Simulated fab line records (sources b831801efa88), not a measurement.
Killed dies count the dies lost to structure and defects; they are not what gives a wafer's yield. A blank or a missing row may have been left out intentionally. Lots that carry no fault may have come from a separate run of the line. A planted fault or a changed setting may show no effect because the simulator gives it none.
Matching of chambers :: flow gf180mcu :: GF_V2_CMP_26 on cmp-01: 4 sister chambers
The step polishes, stops on SiO2, t overpolish 15 s, target thk 0 nm. 18 wafers are shown with their chamber, then 8 later ones without.

== WAFERS PAIRED WITH THEIR CHAMBERS ==
wafer: L168.4
chamber: 2
motor-current-A (A): 12.8
time-to-endpoint-s (s): 78

wafer: L168.5
chamber: 2
motor-current-A (A): 13.4
time-to-endpoint-s (s): 77

wafer: L168.6
chamber: 3
motor-current-A (A): 8.8
time-to-endpoint-s (s): 81

wafer: L169.3
chamber: 0
motor-current-A (A): 12.3
time-to-endpoint-s (s): 83

wafer: L169.4
chamber: 3
motor-current-A (A): 8.7
time-to-endpoint-s (s): 83

wafer: L169.6
chamber: 1
motor-current-A (A): 11.4
time-to-endpoint-s (s): 74

wafer: L170.1
chamber: 1
motor-current-A (A): 12.0
time-to-endpoint-s (s): 80

wafer: L170.2
chamber: 2
motor-current-A (A): 12.5
time-to-endpoint-s (s): 81

wafer: L170.6
chamber: 1
motor-current-A (A): 11.7
time-to-endpoint-s (s): 80

wafer: L174.1
chamber: 3
motor-current-A (A): 9.1
time-to-endpoint-s (s): 91

wafer: L174.5
chamber: 0
motor-current-A (A): 12.7
time-to-endpoint-s (s): 93

wafer: L174.6
chamber: 1
motor-current-A (A): 11.6
time-to-endpoint-s (s): 86

wafer: L176.2
chamber: 3
motor-current-A (A): 8.4
time-to-endpoint-s (s): 83

wafer: L176.4
chamber: 2
motor-current-A (A): 12.4
time-to-endpoint-s (s): 83

wafer: L176.5
chamber: 2
motor-current-A (A): 13.1
time-to-endpoint-s (s): 81

wafer: L178.2
chamber: 0
motor-current-A (A): 12.0
time-to-endpoint-s (s): 91

wafer: L178.3
chamber: 3
motor-current-A (A): 8.5
time-to-endpoint-s (s): 84

wafer: L178.4
chamber: 1
motor-current-A (A): 12.0
time-to-endpoint-s (s): 80

SIGNATURES (averages over the wafers above)
reading: motor-current-A
chamber 0: 12.333
chamber 1: 11.740
chamber 2: 12.840
chamber 3: 8.700
scatter within a chamber: 0.328

reading: time-to-endpoint-s
chamber 0: 89.00
chamber 1: 80.00
chamber 2: 80.00
chamber 3: 84.40
scatter within a chamber: 3.88
Rule: for each reading, subtract the chamber's mean from the wafer's reading, divide by that reading's scatter and square the result; add these up over the readings and take the root, which gives the wafer's distance from the chamber. If the next closest chamber is less than 2 further off than the closest, the wafer can't be placed; otherwise it belongs to the closest. The scatter: the root of (the sum of the squares of (reading less its chamber's mean) over the shown wafers, divided by (wafers less chambers)).

== WAFERS MISSING THEIR CHAMBER ==
wafer: L185.2
motor-current-A (A): 8.8
time-to-endpoint-s (s): 82

wafer: L185.4
motor-current-A (A): 12.7
time-to-endpoint-s (s): 78

wafer: L185.5
motor-current-A (A): 8.4
time-to-endpoint-s (s): 85

wafer: L186.1
motor-current-A (A): 11.9
time-to-endpoint-s (s): 85

wafer: L186.4
motor-current-A (A): 13.1
time-to-endpoint-s (s): 79

wafer: L186.6
motor-current-A (A): 8.9
time-to-endpoint-s (s): 81

wafer: L187.3
motor-current-A (A): 11.2
time-to-endpoint-s (s): 74

wafer: L187.6
motor-current-A (A): 11.9
time-to-endpoint-s (s): 72

== WHICH CHAMBER EACH ONE RAN IN ==
wafer: L185.2
from the rows above: 3
in truth: 3

wafer: L185.4
from the rows above: 2
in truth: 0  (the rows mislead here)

wafer: L185.5
from the rows above: 3
in truth: 3

wafer: L186.1
from the rows above: can't be placed: 1 or 0 or 2
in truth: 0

wafer: L186.4
from the rows above: 2
in truth: 2

wafer: L186.6
from the rows above: 3
in truth: 3

wafer: L187.3
from the rows above: 1
in truth: 1

wafer: L187.6
from the rows above: can't be placed: 1 or 2
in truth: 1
Correct placement for 5 of the 8. These rows do not allow placing 2 (true chamber among the candidates in 2). Number placed wrongly: 1.
